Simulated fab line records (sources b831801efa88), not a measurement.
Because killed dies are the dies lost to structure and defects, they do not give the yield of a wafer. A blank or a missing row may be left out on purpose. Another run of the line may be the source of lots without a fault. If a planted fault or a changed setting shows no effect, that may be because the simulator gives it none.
A single fault, viewed from 2 desks | flow sfq-line | numbers are kept per desk, each desk with only its own; the story behind them comes last

== AT THE TOOL OWNER'S DESK: krf-scanner-02 ==
The tool's own readings at SFQ_TRILAYER_M1_LITHO_EXPOSE_040 (exposes mask M1, target cd 500 nm): means of the sampled wafers that have a number, for each lot that ran on this tool. Marked OUT: a lot whose mean sits more than 4 standard deviations from the usual mean, which makes it out of limits; the brackets give that distance.
Columns: A = exposure-dose-mJ-cm2 at SFQ_TRILAYER_M1_LITHO_EXPOSE_040, usual 14.402
lot  | first seen here | A
L422 | day 25 04:20    | 14.388
L424 | day 26 15:20    | 18.886 (+99 or more) OUT
L425 | day 27 03:08    | 18.888 (+99 or more) OUT
This desk's verdict: out of limits on L424, L425, starting with L424 at day 26 15:20 (exposure-dose-mJ-cm2 at SFQ_TRILAYER_M1_LITHO_EXPOSE_040). Within limits: L422.

== THE METROLOGY DESK ==
Lot by lot, what the gauges showed, no matter which tool ran the lot: averages of those sampled wafers that carry a number. Marked OUT: a lot whose mean sits more than 4 standard deviations from the usual mean, which makes it out of limits; the brackets give that distance.
Columns: A = I0_OVL at SFQ_I0_OVL_MEAS_908, usual -1 nm; B = M1_NB_RS at SFQ_M1_RS_MEAS_909, usual 0.889 ohm/sq; C = M1_OVL at SFQ_M1_OVL_MEAS_911, usual 0 nm; D = I1_BOW at SFQ_I1_BOW_MEAS_912, usual 2 um; E = I1_OVL at SFQ_I1_OVL_MEAS_913, usual 2 nm; F = M2_NB_RS at SFQ_M2_RS_MEAS_914, usual 0.890 ohm/sq; G = M8_BOW at SFQ_M8_BOW_MEAS_951, usual 6 um
lot  | first seen here | A  | B     | C   | D  | E  | F     | G
L422 | day 19 17:40    | 2  | 0.904 | -10 | -1 | 0  | 0.885 | 12
L424 | day 20 13:48    | 2  | 0.887 | 4   | 1  | -1 | 0.886 | 1
L425 | day 20 22:57    | 2  | 0.885 | 0   | -4 | -2 | 0.891 | -7
L426 | day 21 10:57    | 5  | 0.883 | -7  | 7  | -4 | 0.884 | 6
L433 | day 23 14:33    | 6  | 0.885 | -5  | 7  | 10 | 0.880 | 11
L436 | day 24 19:21    | -6 | 0.872 | -2  | 6  | -1 | 0.890 | 14
This desk's verdict: no lot among the 6 shows anything out of limits.

== PUT TOGETHER ==
At day 26 15:20, on L424, L425, the tool owner's desk was in a position to raise an alarm.
The metrology desk saw nothing out of limits.
The metrology desk has L424, L425 on record, within its limits.
SFQ_TRILAYER_M1_LITHO_EXPOSE_040 was run on krf-scanner-02 by each of the lots named.

== WHAT WAS PUT IN BY THE SIMULATOR ==
Process parameter drift: krf-scanner-02, from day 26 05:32 on, at SFQ_TRILAYER_M1_LITHO_EXPOSE_040. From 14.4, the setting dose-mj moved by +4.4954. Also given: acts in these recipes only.
Struck lots among those shown: L424, L425.
Delay in hours, fault start to first out-of-limits reading, by desk: the tool owner's desk at 10.
